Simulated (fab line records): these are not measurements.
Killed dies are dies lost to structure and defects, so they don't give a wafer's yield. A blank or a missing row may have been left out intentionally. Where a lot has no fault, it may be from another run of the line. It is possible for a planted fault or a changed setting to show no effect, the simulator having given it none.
What tool caused it? | flow gf180mcu | 12 lots, 36 wafers sampled, at 3 steps of a route of 602

## WHAT THE GAUGES READ, wafer by wafer
GF_M5_CD_MEAS_07: the cd target is 280 nm.
lot  | measured     | on        | cd-nm (nm)
L437 | day 26 06:14 | cd-sem-01 | 279.4 281.6 280.2
L439 | day 26 22:49 | cd-sem-02 | 279.2 280.6 278.8
L442 | day 27 12:28 | cd-sem-01 | 279.8 278.9 279.3
L444 | day 28 06:13 | cd-sem-02 | 278.8 279.3 279.0
L452 | day 30 18:14 | cd-sem-01 | 276.9 277.5 278.2
L453 | day 31 04:37 | cd-sem-01 | 280.6 282.6 283.0
L454 | day 31 06:16 | cd-sem-01 | 279.5 280.9 279.5
L455 | day 31 11:40 | cd-sem-01 | 278.9 279.4 279.9
L456 | day 31 17:46 | cd-sem-01 | 281.6 280.5 280.7
L458 | day 32 20:23 | cd-sem-02 | 281.6 281.6 281.9
L459 | day 32 22:04 | cd-sem-01 | 278.5 280.2 280.3
L460 | day 33 07:32 | cd-sem-01 | 280.7 280.3 280.3

## EACH LOT AND THE TOOL THAT RAN IT (in order: tool; ch and the chambers of the sampled wafers; start)
lot  | GF_V4_ETCH_17                      | GF_MIM_METAL_ETCH_19
L437 | rie-diel-03 ch 0,1,3, day 24 08:00 | rie-metal-03 ch 0,1, day 25 07:58
L439 | rie-diel-02 ch 0,1,3, day 25 01:00 | rie-metal-01 ch 0,1, day 26 00:40
L442 | rie-diel-02 ch 0,1,2, day 25 16:00 | rie-metal-03 ch 0,1, day 26 15:37
L444 | rie-diel-02 ch 0,1,2, day 26 12:00 | rie-metal-01 ch 0,1, day 27 10:12
L452 | rie-diel-02 ch 2,3, day 29 02:00   | rie-metal-02 ch 0, day 29 23:31
L453 | rie-diel-02 ch 0,2,3, day 29 14:00 | rie-metal-02 ch 1, day 30 10:31
L454 | rie-diel-03 ch 0,1,2, day 29 16:00 | rie-metal-03 ch 0,1, day 30 12:07
L455 | rie-diel-02 ch 0,1,3, day 29 22:00 | rie-metal-02 ch 0,1, day 30 18:01
L456 | rie-diel-03 ch 0,1,3, day 30 05:00 | rie-metal-02 ch 0,1, day 30 23:46
L458 | rie-diel-04 ch 0,2,3, day 31 09:00 | rie-metal-03 ch 0,1, day 32 04:25
L459 | rie-diel-03 ch 0,1,3, day 31 10:00 | rie-metal-01 ch 0,1, day 32 05:16
L460 | rie-diel-04 ch 0,1,2, day 31 20:00 | rie-metal-03 ch 0,1, day 32 14:46
- GF_V4_ETCH_17: etches SiO2 in C4F8/O2/Ar, stops on TiN, target depth 630 nm.
- GF_MIM_METAL_ETCH_19: etches the open film in Cl2/BCl3, stops on Si3N4, target depth 324.5 nm, time 54.1 s.

## AS READ BY THE TOOLS THEMSELVES (means over the sampled wafers that have a number; for cases with no such wafer, the mark the record gives instead)
GF_V4_ETCH_17.
lot  | tool        | bias-w (W) | chamber-pressure-mTorr (mTorr) | oes-product-au (a.u.)
L437 | rie-diel-03 | 1198       | 40.03                          | 0.855
L439 | rie-diel-02 | 1200       | 39.96                          | 0.858
L442 | rie-diel-02 | 1199       | 40.00                          | 0.852
L444 | rie-diel-02 | 1203       | 40.02                          | 0.858
L452 | rie-diel-02 | 1276       | 40.01                          | 0.853
L453 | rie-diel-02 | 1277       | 40.00                          | 0.858
L454 | rie-diel-03 | 1201       | 40.00                          | 0.858
L455 | rie-diel-02 | 1279       | 40.00                          | 0.852
L456 | rie-diel-03 | 1199       | 39.98                          | 0.851
L458 | rie-diel-04 | 1195       | 40.00                          | 0.857
L459 | rie-diel-03 | 1200       | 40.02                          | 0.857
L460 | rie-diel-04 | 1198       | 39.98                          | 0.858

GF_MIM_METAL_ETCH_19.
lot  | tool         | bias-w (W) | chamber-pressure-mTorr (mTorr) | drypump-motor-current-A (A) | oes-product-au (a.u.) | throttle-valve-pct (%)
L437 | rie-metal-03 | 140.0      | 7.998                          | 5.99                        | 0.942                 | 28.279
L439 | rie-metal-01 | 140.1      | 8.004                          | 5.87                        | 0.935                 | 28.290
L442 | rie-metal-03 | 140.2      | 7.996                          | 6.05                        | 0.938                 | 28.290
L444 | rie-metal-01 | 140.6      | 8.001                          | 5.86                        | 0.936                 | 28.282
L452 | rie-metal-02 | 140.6      | 8.002                          | 6.25                        | 0.938                 | 28.284
L453 | rie-metal-02 | 140.1      | 8.001                          | 5.59                        | 0.941                 | 28.278
L454 | rie-metal-03 | 140.6      | 8.000                          | 6.05                        | 0.939                 | 28.286
L455 | rie-metal-02 | 140.5      | 8.001                          | 6.01                        | 0.949                 | 28.276
L456 | rie-metal-02 | 139.8      | 8.006                          | 5.81                        | 0.940                 | 28.288
L458 | rie-metal-03 | 140.0      | 8.003                          | 5.98                        | 0.942                 | 28.280
L459 | rie-metal-01 | 139.8      | 8.000                          | 5.86                        | 0.935                 | 28.300
L460 | rie-metal-03 | 140.1      | 7.994                          | 6.09                        | 0.938                 | 28.286

## THE ANSWER, worked out from the rows above alone
Rule: usual is defined by the lots themselves. The widest of any qualifying gaps counts: lots, ordered by their means at a reading, are off when they make up no more than a third of the lots, leave a main group of 4 or more, and stand apart from it by 3 or more times the standard deviation of that group's means. A main group is skipped when, at the precision printed for the reading in the tables above, its means are all equal. Also off: a lot with no number at a reading for which 4 or more lots have one. All remaining lots with rows at the step are treated as sound. First the gauges in route order, then the tools' own readings, where a lot's mean is used as printed above. The first step at which some lot is off is used, and at that step the reading that is off furthest; a lot without a number counts as furthest.
Off, at GF_V4_ETCH_17 on bias-w: L452, L453, L455. For the main group the mean is 1199 W and the standard deviation 2.1.
A tool fits if, at that step or a process step before it, it ran every lot that is off, and no sound lot after the first of them. One fits: rie-diel-02 at GF_V4_ETCH_17. Its last sound lot is L444 (day 26 12:00), its first lot that is off L452 (day 29 02:00): a fault that began between those two fits.
The tool's own readings at GF_V4_ETCH_17 bear it out: on the lots that are off they differ by more than 5 times the standard deviation of the sound lots' means. bias-w reads 1277 W there against 1199 W on the sound lots.

## WHAT THE SIMULATOR HAD INSERTED
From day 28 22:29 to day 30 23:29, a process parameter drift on rie-diel-02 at GF_V4_ETCH_17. Setting bias-w shifted by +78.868 from 1200. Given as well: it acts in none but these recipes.
Lots struck among those shown: L452, L453, L455. Same finding as the rule above.
